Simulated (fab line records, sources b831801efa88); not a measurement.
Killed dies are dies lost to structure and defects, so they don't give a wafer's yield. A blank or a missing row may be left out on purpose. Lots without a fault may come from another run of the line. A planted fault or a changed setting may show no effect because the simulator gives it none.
Chamber matching | flow sky130 | SKY_FIELD_ISO_CMP_27 on cmp-01: 4 sister chambers
The step polishes, stops on Si3N4, t overpolish 16 s, target thk 457.8 nm. 8 wafers are shown with their chamber, then 10 later ones without.

WAFERS WITH THEIR CHAMBER
wafer  | chamber | motor_current_A (A) | time_to_endpoint_s (s)
L257.2 | 3       | 15.4                | 112
L257.4 | 1       | 12.3                | 108
L257.5 | 3       | 15.1                | 111
L256.2 | 2       | 13.3                | 110
L256.4 | 0       | 12.0                | 115
L256.6 | 1       | 12.1                | 114
L258.1 | 0       | 11.2                | 114
L258.2 | 2       | 12.9                | 111

WAFERS WITHOUT THEIR CHAMBER
wafer  | motor_current_A (A) | time_to_endpoint_s (s)
L258.3 | 12.6                | 113
L261.2 | 12.4                | 118
L261.3 | 11.0                | 121
L261.5 | 14.8                | 118
L262.2 | 11.3                | 116
L262.3 | 14.2                | 115
L262.4 | 12.7                | 110
L267.4 | 12.3                | 117
L267.5 | 12.1                | 120
L267.6 | 13.1                | 117

WHICH CHAMBER EACH WENT THROUGH
wafer  | from the rows above          | in truth
L258.3 | can't be placed: 1 or 2 or 0 | 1
L261.2 | can't be placed: 0 or 1 or 2 | 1
L261.3 | 0                            | 0
L261.5 | 3                            | 3
L262.2 | 0                            | 0
L262.3 | can't be placed: 3 or 2      | 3
L262.4 | can't be placed: 2 or 1      | 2
L267.4 | can't be placed: 0 or 1 or 2 | 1
L267.5 | can't be placed: 0 or 1      | 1
L267.6 | can't be placed: 2 or 1 or 0 | 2
Placed correctly: 3 of 10. Can't be placed from these rows: 7 (the true chamber is among the candidates in 7). Placed wrongly: 0.
How it was worked out, from the rows above alone: a wafer's distance from a chamber is the root of the sum, over the readings, of the square of ((its reading less the chamber's mean) divided by the reading's scatter). The wafer belongs to the nearest chamber; if the next one is less than 2 further off, it can't be placed. A chamber's mean is the mean of its shown wafers. The scatter: the root of (the sum of the squares of (reading less its chamber's mean) over the shown wafers, divided by (wafers less chambers)).
